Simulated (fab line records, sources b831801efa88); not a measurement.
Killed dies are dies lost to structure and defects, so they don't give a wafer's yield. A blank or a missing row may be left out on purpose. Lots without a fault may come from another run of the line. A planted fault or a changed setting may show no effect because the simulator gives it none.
Which tool did it? | flow gf180mcu | 11 lots, 33 wafers sampled, at 6 steps of a route of 602

WHAT THE GAUGES READ, wafer by wafer
GF_SALICIDE_THK_MEAS_05: measures by xrf.
lot  | measured     | on            | SALICIDE_TIN_THK (nm)
L939 | day 15 02:19 | film_metro-02 | 20.4 20.1 20.2
L940 | day 15 12:15 | film_metro-04 | 19.9 19.9 20.2
L941 | day 15 18:51 | film_metro-02 | 20.6 20.7 20.9
L943 | day 16 13:14 | film_metro-02 | 20.1 20.3 20.7
L945 | day 17 05:44 | film_metro-04 | 19.9 19.8 19.7
L946 | day 17 15:58 | film_metro-02 | 20.0 20.0 20.3
L948 | day 18 15:20 | film_metro-02 | 20.4 20.7 20.6
L952 | day 19 23:40 | film_metro-04 | 20.0 19.9 20.2
L955 | day 20 22:32 | film_metro-01 | 20.2 20.1 20.0
L956 | day 21 06:58 | film_metro-04 | 20.0 20.0 20.0
L961 | day 22 21:33 | film_metro-01 | 20.1 19.8 20.0

GF_CONTACT_THK_MEAS_03.
lot  | measured     | on            | CONTACT_CVD_02_THK (nm)
L939 | day 15 02:52 | film_metro-03 | 851 868 858
L940 | day 15 12:49 | film_metro-04 | 857 856 854
L941 | day 15 19:23 | film_metro-04 | 856 858 866
L943 | day 16 13:47 | film_metro-01 | 863 855 874
L945 | day 17 06:17 | film_metro-04 | 856 871 874
L946 | day 17 16:29 | film_metro-04 | 865 868 866
L948 | day 18 15:58 | film_metro-03 | 865 862 874
L952 | day 20 00:13 | film_metro-03 | 854 866 874
L955 | day 20 23:04 | film_metro-03 | 866 852 859
L956 | day 21 07:35 | film_metro-03 | 853 864 864
L961 | day 22 22:11 | film_metro-04 | 869 884 872

GF_CONTACT_RS_MEAS_25: measures by four-point-probe.
lot  | measured     | on            | CONTACT_W_RS (ohm/sq)
L939 | day 16 02:25 | film_metro-03 | 0.387 0.390 0.392
L940 | day 16 11:58 | film_metro-04 | 0.378 0.388 0.382
L941 | day 16 18:54 | film_metro-03 | 0.386 0.390 0.388
L943 | day 17 13:52 | film_metro-01 | 0.381 0.382 0.381
L945 | day 18 06:41 | film_metro-04 | 0.386 0.381 0.382
L946 | day 18 17:05 | film_metro-03 | 0.385 0.387 0.384
L948 | day 19 17:43 | film_metro-01 | 0.389 0.387 0.388
L952 | day 21 01:26 | film_metro-03 | 0.383 0.385 0.382
L955 | day 21 23:46 | film_metro-04 | 0.382 0.232 0.235 0.382 0.232 0.235
L956 | day 22 08:07 | film_metro-01 | 0.376 0.233 0.377 0.376 0.233 0.376
L961 | day 23 22:45 | film_metro-03 | 0.382 0.377 0.383

GF_CONTACT_THK_MEAS_26: measures by xrf.
lot  | measured     | on            | CONTACT_W_THK (nm)
L939 | day 16 02:31 | film_metro-03 | 291 290 288
L940 | day 16 12:05 | film_metro-04 | 293 287 289
L941 | day 16 19:01 | film_metro-03 | 293 289 291
L943 | day 17 13:58 | film_metro-01 | 292 293 293
L945 | day 18 06:48 | film_metro-04 | 284 290 289
L946 | day 18 17:10 | film_metro-03 | 291 292 293
L948 | day 19 17:50 | film_metro-01 | 288 288 289
L952 | day 21 01:32 | film_metro-03 | 293 291 292
L955 | day 22 02:57 | film_metro-04 | 291 468 465 289 463 462
L956 | day 22 11:34 | film_metro-01 | 299 479 298 299 478 300
L961 | day 23 22:52 | film_metro-03 | 294 298 293

WHICH TOOL RAN EACH LOT (tool, then ch and the chambers of the sampled wafers, then the start)
lot  | GF_SALICIDE_RTA_06               | GF_CONTACT_CVD_24
L939 | rtp_anneal-01 ch 0, day 15 02:23 | cvd_w-02 ch 0,1, day 16 02:17
L940 | rtp_anneal-01 ch 0, day 15 12:19 | cvd_w-02 ch 1, day 16 11:52
L941 | rtp_anneal-02 ch 0, day 15 18:55 | cvd_w-02 ch 0, day 16 18:47
L943 | rtp_anneal-01 ch 0, day 16 13:19 | cvd_w-01 ch 0, day 17 13:44
L945 | rtp_anneal-02 ch 0, day 17 05:48 | cvd_w-02 ch 0,1, day 18 06:35
L946 | rtp_anneal-01 ch 0, day 17 16:02 | cvd_w-02 ch 0,1, day 18 16:57
L948 | rtp_anneal-01 ch 0, day 18 15:23 | cvd_w-01 ch 0, day 19 17:37
L952 | rtp_anneal-02 ch 0, day 19 23:45 | cvd_w-01 ch 0,1, day 21 01:20
L955 | rtp_anneal-01 ch 0, day 20 22:36 | cvd_w-02 ch 0,1, day 21 23:40
L956 | rtp_anneal-02 ch 0, day 21 07:02 | cvd_w-02 ch 1, day 22 07:56
L961 | rtp_anneal-02 ch 0, day 22 21:37 | cvd_w-01 ch 0,1, day 23 22:38
- GF_SALICIDE_RTA_06: time 30 s.
- GF_CONTACT_CVD_24: deposits W, target thk 300 nm, time 90.339 s.

WHAT THE TOOLS THEMSELVES READ (means of the sampled wafers that have a number; where no wafer has one, the mark that the record gives instead)
GF_SALICIDE_RTA_06.
lot  | tool          | anneal_temp_c_max | lamp_power_pct (%) | wafer_temp_C_max
L939 | rtp_anneal-01 | 534.7             | 6.3                | 532.3
L940 | rtp_anneal-01 | 535.2             | 6.3                | 532.3
L941 | rtp_anneal-02 | 532.3             | 5.3                | 532.2
L943 | rtp_anneal-01 | 534.0             | 6.3                | 532.5
L945 | rtp_anneal-02 | 532.6             | 5.3                | 532.1
L946 | rtp_anneal-01 | 534.6             | 6.3                | 533.2
L948 | rtp_anneal-01 | 532.8             | 6.3                | 532.6
L952 | rtp_anneal-02 | 533.1             | 5.3                | 532.0
L955 | rtp_anneal-01 | 534.0             | 6.3                | 532.8
L956 | rtp_anneal-02 | 532.6             | 5.3                | 532.6
L961 | rtp_anneal-02 | 532.7             | 5.3                | 531.9

GF_CONTACT_CVD_24.
lot  | tool     | heater_power_w (W)
L939 | cvd_w-02 | 848
L940 | cvd_w-02 | 851
L941 | cvd_w-02 | 843
L943 | cvd_w-01 | 941
L945 | cvd_w-02 | 815
L946 | cvd_w-02 | 811
L948 | cvd_w-01 | 948
L952 | cvd_w-01 | 930
L955 | cvd_w-02 | 817
L956 | cvd_w-02 | 841
L961 | cvd_w-01 | 935

THE ANSWER, worked out from the rows above alone
Rule: what is usual is taken from the lots themselves. Put in order of their means at a reading, lots are off if they are a third of the lots or fewer, leave a main group of 4 or more, and stand apart from it by a gap of 3 or more times the standard deviation of the main group's means; of several such gaps the widest counts. A main group whose means are all the same, to the digits that the tables above print for the reading, isn't used. A lot without any number at a reading at which 4 lots or more have one is off too. The other lots that the step has rows for count as sound. The gauges are gone through in route order, then the tools' own readings, and for those a lot's mean is taken as printed above. The first step at which some lot is off is used, and at that step the reading that is off furthest; a lot without a number counts as furthest.
Off: L955, L956, at GF_CONTACT_RS_MEAS_25 (CONTACT_W_RS). The main group: mean 0.385 ohm/sq, standard deviation 0.003.
A tool fits if, at a process step before that reading, it ran every lot that is off, and no sound lot after the first of them. The gauges at GF_CONTACT_RS_MEAS_25 are tried like those tools. One fits: cvd_w-02 at GF_CONTACT_CVD_24. Its last sound lot is L946 (day 18 16:57), its first lot that is off L955 (day 21 23:40): a fault that began between those two fits.

WHAT THE SIMULATOR HAD PUT IN
Process parameter drift: cvd_w-02, from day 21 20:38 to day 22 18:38, at GF_CONTACT_CVD_24. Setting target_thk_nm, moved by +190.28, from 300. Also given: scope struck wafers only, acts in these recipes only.
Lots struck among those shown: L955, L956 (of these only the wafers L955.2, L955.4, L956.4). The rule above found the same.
